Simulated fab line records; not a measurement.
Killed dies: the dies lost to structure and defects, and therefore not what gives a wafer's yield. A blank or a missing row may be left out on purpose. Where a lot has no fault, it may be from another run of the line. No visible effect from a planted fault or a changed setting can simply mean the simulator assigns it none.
Which of the tools did it? -- flow gf180mcu -- 36 wafers from 12 lots sampled at 5 of the route's 602 steps

WHAT EACH GAUGE READ, for each wafer
GF_STI_THK_MEAS_02.
lot,measured,on,STI_OXIDATION_THK (nm)
L517,day 1 11:31,film metro-02,9.94 10.00 9.91
L518,day 1 17:26,film metro-04,10.26 10.26 10.33
L524,day 2 22:58,film metro-04,10.46 10.12 10.24
L526,day 3 08:35,film metro-04,9.83 9.72 9.69
L527,day 3 13:41,film metro-03,10.50 10.41 10.14
L528,day 3 18:32,film metro-02,9.97 9.87 9.78
L529,day 3 23:31,film metro-03,10.07 9.91 10.03
L535,day 5 05:33,film metro-03,9.91 9.91 9.90
L536,day 5 11:18,film metro-04,10.36 10.30 10.22
L537,day 5 15:32,film metro-04,10.10 10.38 10.09
L539,day 6 01:31,film metro-02,10.41 10.38 10.30
L540,day 6 06:44,film metro-02,10.29 10.22 10.24

GF_VT_IMPLANT_RS_MEAS_46: measurement is done with a four-point probe.
lot,measured,on,MVSD_RS (ohm/sq)
L517,day 7 12:00,film metro-01,454.6 453.7 453.4
L518,day 7 22:08,film metro-02,457.1 456.4 456.8
L524,day 9 13:29,film metro-01,456.4 455.4 455.5
L526,day 10 04:02,film metro-01,455.5 454.7 456.5
L527,day 10 10:33,film metro-03,455.4 455.6 454.2
L528,day 10 16:11,film metro-02,456.2 455.7 456.4
L529,day 10 20:28,film metro-02,457.1 456.3 457.1
L535,day 12 14:29,film metro-03,457.1 456.1 455.0
L536,day 12 19:47,film metro-03,446.6 446.1 446.1
L537,day 13 02:26,film metro-03,448.8 449.1 448.6
L539,day 13 21:08,film metro-03,457.8 455.7 455.0
L540,day 14 04:59,film metro-01,457.3 455.9 456.8

WHAT TOOL EACH LOT RAN ON (gives the tool, then ch and the chambers of the sampled wafers, and finally the start)
lot,GF_DNWELL_STRIP_08,GF_MVSD_IMPLANT_09,GF_VT_IMPLANT_STRIP_09
L517,"plasma asher-01 ch 0,1, day 2 18:24","implanter-02 ch 0, day 4 10:04","plasma asher-03 ch 0,1, day 5 15:22"
L518,"plasma asher-01 ch 0,1, day 3 01:42","implanter-02 ch 0, day 4 17:32","plasma asher-04 ch 0,1, day 5 22:53"
L524,"plasma asher-01 ch 0,1, day 4 07:52","implanter-01 ch 0, day 6 03:32","plasma asher-03 ch 0,1, day 7 10:43"
L526,"plasma asher-03 ch 0, day 4 19:00","implanter-02 ch 0, day 6 15:37","plasma asher-04 ch 0,1, day 8 00:10"
L527,"plasma asher-01 ch 0,1, day 5 01:45","implanter-02 ch 0, day 6 23:22","plasma asher-03 ch 0,1, day 8 06:46"
L528,"plasma asher-01 ch 0,1, day 5 06:02","implanter-03 ch 0, day 7 02:51","plasma asher-03 ch 0,1, day 8 11:31"
L529,"plasma asher-03 ch 0,1, day 5 09:51","implanter-03 ch 0, day 7 07:28","plasma asher-04 ch 0,1, day 8 15:44"
L535,"plasma asher-03 ch 0,1, day 6 17:30","implanter-01 ch 0, day 8 18:29","plasma asher-02 ch 0,1, day 10 05:10"
L536,"plasma asher-03 ch 0,1, day 6 23:55","implanter-02 ch 0, day 9 00:05","plasma asher-04 ch 0,1, day 10 11:04"
L537,"plasma asher-02 ch 0,1, day 7 05:47","implanter-02 ch 0, day 9 06:26","plasma asher-02 ch 0,1, day 10 17:04"
L539,"plasma asher-02 ch 0,1, day 7 17:15","implanter-01 ch 0, day 9 19:50","plasma asher-04 ch 0,1, day 11 09:17"
L540,"plasma asher-02 ch 0,1, day 8 00:06","implanter-01 ch 0, day 10 03:37","plasma asher-03 ch 0,1, day 11 16:19"
- GF_DNWELL_STRIP_08: strips in O2/N2.
- GF_MVSD_IMPLANT_09
- GF_VT_IMPLANT_STRIP_09: strips in O2/N2.

WHAT THE TOOLS THEMSELVES READ (means of the sampled wafers that have a number; where no wafer has one, the mark that the record gives instead)
GF_DNWELL_STRIP_08.
lot,tool,drypump motor current A (A),heater power w (W),oes product au (a.u.),strip time to endpoint s (s)
L517,plasma asher-01,5.2,315,0.721,36.91
L518,plasma asher-01,5.3,295,0.722,36.92
L524,plasma asher-01,5.3,290,0.724,36.87
L526,plasma asher-03,6.2,252,0.721,36.99
L527,plasma asher-01,5.2,314,0.727,37.13
L528,plasma asher-01,5.2,322,0.722,37.02
L529,plasma asher-03,6.4,327,0.719,37.07
L535,plasma asher-03,6.4,285,0.721,37.01
L536,plasma asher-03,6.4,327,0.722,36.99
L537,plasma asher-02,5.8,321,0.721,36.84
L539,plasma asher-02,5.7,321,0.726,37.11
L540,plasma asher-02,5.7,319,0.721,36.93

GF_MVSD_IMPLANT_09.
lot,tool,beam on s (s),end station pressure torr (Torr),faraday current uA
L517,implanter-02,10.09,4.98e-06,28.0
L518,implanter-02,9.71,5.09e-06,29.0
L524,implanter-01,9.92,4.92e-06,28.4
L526,implanter-02,10.02,4.92e-06,28.2
L527,implanter-02,10.16,5.02e-06,27.8
L528,implanter-03,9.82,4.80e-06,28.7
L529,implanter-03,10.04,4.88e-06,28.1
L535,implanter-01,9.94,4.99e-06,28.4
L536,implanter-02,11.10,5.32e-06,25.3
L537,implanter-02,11.44,5.10e-06,24.6
L539,implanter-01,10.29,4.98e-06,27.4
L540,implanter-01,10.07,4.67e-06,28.0

GF_VT_IMPLANT_STRIP_09.
lot,tool,drypump motor current A (A),heater power w (W),oes product au (a.u.),strip time to endpoint s (s)
L517,plasma asher-03,6.3,291,0.713,12.620
L518,plasma asher-04,5.6,315,0.715,12.623
L524,plasma asher-03,6.4,326,0.712,12.662
L526,plasma asher-04,6.0,302,0.710,12.613
L527,plasma asher-03,6.3,289,0.717,12.648
L528,plasma asher-03,6.4,328,0.719,12.624
L529,plasma asher-04,5.6,309,0.713,12.631
L535,plasma asher-02,5.5,370,0.717,12.610
L536,plasma asher-04,6.0,310,0.715,12.609
L537,plasma asher-02,5.6,373,0.716,12.632
L539,plasma asher-04,6.0,305,0.717,12.650
L540,plasma asher-03,6.3,290,0.716,12.648

THE ANSWER, worked out from the rows above alone
Rule: what is usual is taken from the lots themselves. Put in order of their means at a reading, lots are off if they are a third of the lots or fewer, leave a main group of 4 or more, and stand apart from it by a gap of 3 or more times the standard deviation of the main group's means; of several such gaps the widest counts. The tables above print the reading to a certain number of digits; a main group whose means all agree to those digits is not used. A lot without any number at a reading at which 4 lots or more have one is off too. All remaining lots with rows at the step are treated as sound. Order of review: gauges by route order, followed by the tools' own readings, for which a lot's mean as printed above is used. The first step at which some lot is off is used, and at that step the reading that is off furthest; a lot without a number counts as furthest.
Off: L536, L537, seen at GF_VT_IMPLANT_RS_MEAS_46 (MVSD_RS). The main group has a mean of 455.9 ohm/sq with a standard deviation of 0.85.
A tool fits if, at a process step before that reading, it ran every lot that is off, and no sound lot after the first of them. The gauges at GF_VT_IMPLANT_RS_MEAS_46 aren't tried: what is off there is off at GF_MVSD_IMPLANT_09 too, on other tools, and a gauge's error can't cause that. One candidate fits, namely implanter-02 at GF_MVSD_IMPLANT_09. Its last sound lot is L527 (day 6 23:22), its first lot that is off L536 (day 9 00:05): a fault that began between those two fits.
The tool's own readings at GF_MVSD_IMPLANT_09 bear it out: on the lots that are off they differ by more than 5 times the standard deviation of the sound lots' means. beam on s reads 11.27 s there against 10.01 s on the sound lots; faraday current uA reads 25.0 there against 28.2 on the sound lots.

WHAT THE SIMULATOR HAD PUT IN
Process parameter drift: implanter-02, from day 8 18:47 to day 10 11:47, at GF_MVSD_IMPLANT_09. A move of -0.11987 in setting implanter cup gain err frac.
Shown lots that were struck: L536, L537. The rule given above showed the same thing.
